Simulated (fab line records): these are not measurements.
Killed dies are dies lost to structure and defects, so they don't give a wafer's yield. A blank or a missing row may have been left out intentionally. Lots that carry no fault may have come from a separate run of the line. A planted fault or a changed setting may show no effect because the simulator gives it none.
Problem report in the 8D (eight disciplines) form, filled by code | flow gf180mcu | the parts of the form that need people (team, actions taken, sign-off) are left out

## 1. WHAT IS WRONG
TOP_METAL_ALCU_RS at GF_TOP_METAL_RS_MEAS_05 reads a mean of 0.0347 ohm/sq on 1 wafer of 1 lot; wafers without a fault read 0.0330 ohm/sq with a standard deviation of 0.00034. That is +5.0 standard deviations from the usual mean.
The step: measures by four-point-probe.
Seen first at day 29 19:36 on film metro-04, wafer L309.1. Wafers with a number at this step in the record: 32, from 11 lots. The rule behind "out" and "out of limits": a value lying over 4 standard deviations away from the usual mean. Any other wafer with a number is counted as sound.

## 2. WHAT IT IS, AND WHAT IT ISN'T
question                    | is                | is not
which readings at this step | TOP_METAL_ALCU_RS | -
which lots                  | L309              | L301, L302, L311, L314, L318, L319, L320, L321, L322, L323
which wafers of those lots  | L309.1            | L309.2
read on which gauges        | film metro-04     | film metro-02, film metro-03
when                        | from day 29 19:36 | up to then (7 sound wafers); but 24 sound wafers of L311, L314, L318, L319, L320, L321, L322, L323 came after

## 3. THE SUSPECTS, EACH WITH WHAT RULES IT OUT
Counting: a tool at a process step up to the reading stays a suspect if it ran every lot that is out. Sound lots after the first of them don't rule it out here, since some wafers of a struck lot are sound.
- the gauge at GF_TOP_METAL_RS_MEAS_05: kept. All the wafers that are out were read on film metro-04, and no step on other tools shows them out.
- cmp-02 at GF_V4_CMP_04 (polishes SiO2): kept. It ran the lot that is out, L309 (day 26 06:49); its last sound lot up to then is L302 (day 23 18:54).
- pvd sputter-02 at GF_MIM_SPUTTER_01 (material TiN, target thk 30 nm, time 25 s): kept. It ran the lot that is out, L309 (day 27 05:13).
- pvd sputter-03 at GF_TOP_METAL_SPUTTER_02 (material AlCu, target thk 900 nm, time 47.82 s): kept. It ran the lot that is out, L309 (day 29 19:31); its last sound lot up to then is L301 (day 27 07:17).
- The sound lot-mates ran in chamber 2 of cmp-02 at GF_V4_CMP_04, but the wafers that are out ran in chamber 0.
Left after counting: cmp-02 at GF_V4_CMP_04, pvd sputter-02 at GF_MIM_SPUTTER_01, pvd sputter-03 at GF_TOP_METAL_SPUTTER_02, film metro-04 at GF_TOP_METAL_RS_MEAS_05.

## 4. THE CAUSE (what the simulator had put in)
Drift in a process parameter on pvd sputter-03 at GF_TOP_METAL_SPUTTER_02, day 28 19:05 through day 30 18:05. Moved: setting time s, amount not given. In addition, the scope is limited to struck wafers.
4 suspects survive the count, and this tool is in that group.

## 5. SEQUENCE OF EFFECTS, ordered by route
Rows list readings where the struck wafers' mean (over those with a number) sits beyond 3 standard deviations from the usual. Only readings for which the record gives a usual standard deviation are gone through. hours: the time from each lot's start at the first step in this table that gives one to its start at this step, as a median over the lots. sigmas: the change in usual standard deviations.
hours | step                     | reading            | usual         | on struck wafers | change  | sigmas
0     | GF_TOP_METAL_RS_MEAS_05  | TOP_METAL_ALCU_RS  | 0.0330 ohm/sq | 0.0347           | +0.0017 | +5.0
0     | GF_TOP_METAL_THK_MEAS_06 | TOP_METAL_ALCU_THK | 899 nm        | 859              | -40     | -3.6

## 6. HOW IT WOULD HAVE BEEN CAUGHT EARLIER
25 hours passed between the start of the fault at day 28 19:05 and the first reading out of limits at a measuring or inspecting step in this record, taken at day 29 19:36.
No tool reading at GF_TOP_METAL_SPUTTER_02 that has a usual standard deviation in the record was out on any struck wafer, so an alarm limit of 4 standard deviations on those readings would not have fired.
All the lots that are out (1) had begun GF_TOP_METAL_SPUTTER_02 on pvd sputter-03 by day 29 19:36. A hold on the tool at that time would have spared none of them.
